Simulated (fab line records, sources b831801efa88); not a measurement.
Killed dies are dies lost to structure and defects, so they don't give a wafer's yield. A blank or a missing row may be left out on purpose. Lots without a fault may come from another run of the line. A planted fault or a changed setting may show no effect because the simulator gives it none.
fab line records | flow sfq_line
record lots=16 wafers=48 last_day=91
route steps=325 shown R5@220
lots that met no fault: from a run of the same line without faults
start_h: hours from the record's first day to the start of the lot's first wafer shown | wait_h: hours since the lot's step before | " the same as in the row above | L1.1+2: a row that stands for several wafers | - no value, or no start given | * or withheld: withheld | < > ~ a bound
route shown NAME@n: a module of which the file shows steps, and the number in the route of the first | usual: mean/standard deviation of fault-free wafers | same: alike in all rows | chamber/n: place in a boat | sites: the reading at each site | _std_site: their standard deviation | _edge_site: outer sites' mean less inner sites' | radius_mm: how far each site lies from the wafer's centre | mask NAME#n: copy n | behind: the tool/chamber that last shaped the wafer | hold: why the lot was held/for how many hours/how that ended | device: the transistor (n, p or np) that didn't switch | end of line: the same wafers' tests at the end of the route | a step without rows: its recipe alone | killed: dies lost to structure and defects at the first sort, not the wafer's yield | map: a wafer's dies, x killed, . not, _ none there
set.NAME: the setting as run; set.NAME@STEP: as run at that earlier step | model.NAME: the simulator's own value behind a step, which no gauge read
steps of the route over a sample of lots; a table a step, a row a wafer
services: from which hour (start_h, from the record's first day; less than 0 if before it) a tool's chamber was out of use, for how many hours, and why
## steps
# step SFQ_TRILAYER_R5_LITHO_EXPOSE_137
# recipe mask_id=R5 na=0.6 source_shape=conventional sigma_outer=0.65 target_cd_nm=500 dose_mj=14.4
# usual exposure_dose_mJ_cm2=14.401/0.013
# columns lot.wafer tool chamber start_h wait_h mask exposure_dose_mJ_cm2
L978.2 krf_scanner-01 0 1467.42 - R5#0 14.403
L978.4 " 0 " " R5#0 14.385
L978.5 " 0 " " R5#0 14.378
L979.3 krf_scanner-01 0 1472.42 - R5#0 14.409
L979.5 " 0 " " R5#0 14.397
L979.6 " 0 " " R5#0 14.405
L981.4 krf_scanner-01 0 1477.42 - R5#0 14.414
L981.5 " 0 " " R5#0 14.401
L981.6 " 0 " " R5#0 14.389
L982.1 krf_scanner-01 0 1480.42 - R5#0 13.532
L982.4 " 0 " " R5#0 13.535
L982.6 " 0 " " R5#0 13.510
L983.3 krf_scanner-02 0 1491.75 - R5#0 14.405
L983.4 " 0 " " R5#0 14.398
L983.6 " 0 " " R5#0 14.398
L984.2 krf_scanner-01 0 1500.07 - R5#0 13.516
L984.4 " 0 " " R5#0 13.530
L984.6 " 0 " " R5#0 13.531
L990.3 krf_scanner-01 0 1566.18 - R5#0 13.518
L990.5 " 0 " " R5#0 13.518
L990.6 " 0 " " R5#0 13.537
L991.1 krf_scanner-01 0 1569.38 - R5#0 13.514
L991.3 " 0 " " R5#0 13.497
L991.4 " 0 " " R5#0 13.516
L993.2 krf_scanner-02 0 1578.89 - R5#0 14.390
L993.3 " 0 " " R5#0 14.400
L993.5 " 0 " " R5#0 14.391
L994.3 krf_scanner-02 0 1582.69 - R5#0 14.403
L994.4 " 0 " " R5#0 14.401
L994.6 " 0 " " R5#0 14.393
L995.1 krf_scanner-02 0 1587.09 - R5#0 14.409
L995.4 " 0 " " R5#0 14.435
L995.6 " 0 " " R5#0 14.401
L996.1 krf_scanner-02 0 1595.49 - R5#0 14.391
L996.2 " 0 " " R5#0 14.406
L996.4 " 0 " " R5#0 14.411
L997.2 krf_scanner-02 0 1611.29 - R5#0 14.411
L997.3 " 0 " " R5#0 14.384
L997.4 " 0 " " R5#0 14.412
L999.2 krf_scanner-02 0 1626.94 - R5#0 14.376
L999.3 " 0 " " R5#0 14.382
L999.4 " 0 " " R5#0 14.398
L100.1 krf_scanner-02 0 1629.14 - R5#0 14.390
L100.5 " 0 " " R5#0 14.393
L100.6 " 0 " " R5#0 14.393
L101.2 krf_scanner-02 0 1636.54 - R5#0 14.387
L101.3 " 0 " " R5#0 14.384
L101.5 " 0 " " R5#0 14.405
## services
# columns tool chamber start_h hours kind
krf_scanner-01 - 1445.37 1.3 pm
krf_scanner-02 - 1452.70 1.0 pm
krf_scanner-01 - 1487.62 0.8 pm
krf_scanner-02 - 1492.55 1.3 pm
krf_scanner-01 - 1506.36 6.4 repair
krf_scanner-01 - 1511.11 0.8 repair
krf_scanner-02 - 1530.60 4.4 pm
krf_scanner-01 - 1535.53 4.0 pm
krf_scanner-02 - 1564.45 0.8 pm
krf_scanner-01 - 1576.58 1.0 pm
krf_scanner-02 - 1615.89 4.0 pm
krf_scanner-01 - 1620.81 1.3 pm
krf_scanner-02 - 1622.14 1.0 pm
## key
first_sign step=SFQ_TRILAYER_R5_LITHO_EXPOSE_137 reading=exposure_dose_mJ_cm2 direction=down sigmas=66 usual=14.401 struck=13.521
effect none on later readings
met_at SFQ_TRILAYER_R5_LITHO_EXPOSE_137
struck_lots L982,L984,L990,L991
onset_between 1477.42 1480.42
fault kind=process_parameter_drift tool=krf_scanner-01 chamber=- onset_h=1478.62 steps=SFQ_TRILAYER_R5_LITHO_EXPOSE_137 channel=dose_mj offset=-0.88519 shape=step acts_in=these_recipes_only stated=14.4
